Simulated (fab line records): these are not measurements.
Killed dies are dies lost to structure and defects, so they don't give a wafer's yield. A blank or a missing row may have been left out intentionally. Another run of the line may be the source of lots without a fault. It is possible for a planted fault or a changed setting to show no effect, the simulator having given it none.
Matching of chambers + flow sky130 + 4 sister chambers for SKY_FIELD_ISO_ETCH_15 on rie_diel-01
The step etches the open film in CHF3/O2, stops on Si, target depth 180 nm, time 72 s. 20 wafers are shown with their chamber, then 10 later ones without.

## WAFERS, EACH WITH ITS CHAMBER
| wafer  | chamber | drypump_motor_current_A (A) | oes_product_au (a.u.) | throttle_valve_pct (%) |
|--------|---------|-----------------------------|-----------------------|------------------------|
| L074.1 | 1       | 6.0                         | 0.951                 | 8.840                  |
| L074.4 | 2       | 6.2                         | 0.946                 | 8.833                  |
| L074.5 | 1       | 6.0                         | 0.944                 | 8.835                  |
| L076.2 | 3       | 5.7                         | 0.939                 | 8.844                  |
| L076.4 | 3       | 5.7                         | 0.958                 | 8.843                  |
| L076.6 | 0       | 4.9                         | 0.942                 | 8.842                  |
| L080.1 | 2       | 6.3                         | 0.941                 | 8.847                  |
| L080.3 | 0       | 4.9                         | 0.938                 | 8.836                  |
| L080.4 | 3       | 5.7                         | 0.938                 | 8.849                  |
| L081.2 | 3       | 5.7                         | 0.938                 | 8.840                  |
| L081.3 | 0       | 4.9                         | 0.946                 | 8.848                  |
| L081.6 | 0       | 4.9                         | 0.943                 | 8.855                  |
| L083.1 | 2       | 6.3                         | 0.944                 | 8.843                  |
| L083.3 | 1       | 6.0                         | 0.948                 | 8.853                  |
| L083.6 | 2       | 6.2                         | 0.934                 | 8.837                  |
| L087.1 | 3       | 5.7                         | 0.940                 | 8.844                  |
| L087.4 | 0       | 4.9                         | 0.938                 | 8.845                  |
| L087.6 | 0       | 4.9                         | 0.935                 | 8.847                  |
| L088.4 | 3       | 5.7                         | 0.929                 | 8.853                  |
| L088.5 | 0       | 4.9                         | 0.948                 | 8.857                  |

SIGNATURES (means of the wafers above)
| reading                 | chamber 0 | chamber 1 | chamber 2 | chamber 3 | scatter within a chamber |
|-------------------------|-----------|-----------|-----------|-----------|--------------------------|
| drypump_motor_current_A | 4.900     | 6.000     | 6.250     | 5.700     | 0.025                    |
| oes_product_au          | 0.94143   | 0.94767   | 0.94125   | 0.94033   | 0.00658                  |
| throttle_valve_pct      | 8.84714   | 8.84267   | 8.84000   | 8.84550   | 0.00668                  |
Rule: distance of a wafer from a chamber = root of the sum over the readings of ((wafer's reading minus chamber's mean) / reading's scatter) squared. The wafer belongs to the nearest chamber; if the next one is less than 2 further off, it can't be placed. The scatter is the square root of a quotient: the sum, over the shown wafers, of each reading's squared deviation from its chamber's mean, divided by wafers minus chambers.

## WAFERS MISSING THEIR CHAMBER
| wafer  | drypump_motor_current_A (A) | oes_product_au (a.u.) | throttle_valve_pct (%) |
|--------|-----------------------------|-----------------------|------------------------|
| L088.6 | 5.6                         | 0.941                 | 8.838                  |
| L090.1 | 5.7                         | 0.937                 | 8.841                  |
| L090.2 | 6.3                         | 0.937                 | 8.827                  |
| L090.5 | 5.7                         | 0.936                 | 8.852                  |
| L094.2 | 6.2                         | 0.946                 | 8.825                  |
| L094.3 | 5.7                         | 0.945                 | 8.858                  |
| L094.4 | 4.9                         | 0.947                 | 8.841                  |
| L095.1 | 6.2                         | 0.941                 | 8.852                  |
| L095.3 | 5.7                         | 0.939                 | 8.835                  |
| L095.5 | 6.2                         | 0.938                 | 8.838                  |

## CHAMBER TAKEN BY EACH
| wafer  | from the rows above | in truth |
|--------|---------------------|----------|
| L088.6 | 3                   | 3        |
| L090.1 | 3                   | 3        |
| L090.2 | 2                   | 2        |
| L090.5 | 3                   | 3        |
| L094.2 | 2                   | 2        |
| L094.3 | 3                   | 3        |
| L094.4 | 0                   | 0        |
| L095.1 | 2                   | 2        |
| L095.3 | 3                   | 3        |
| L095.5 | 2                   | 2        |
Correctly placed: 10 of 10. Left unplaced by these rows: 0. 0 placed wrongly.
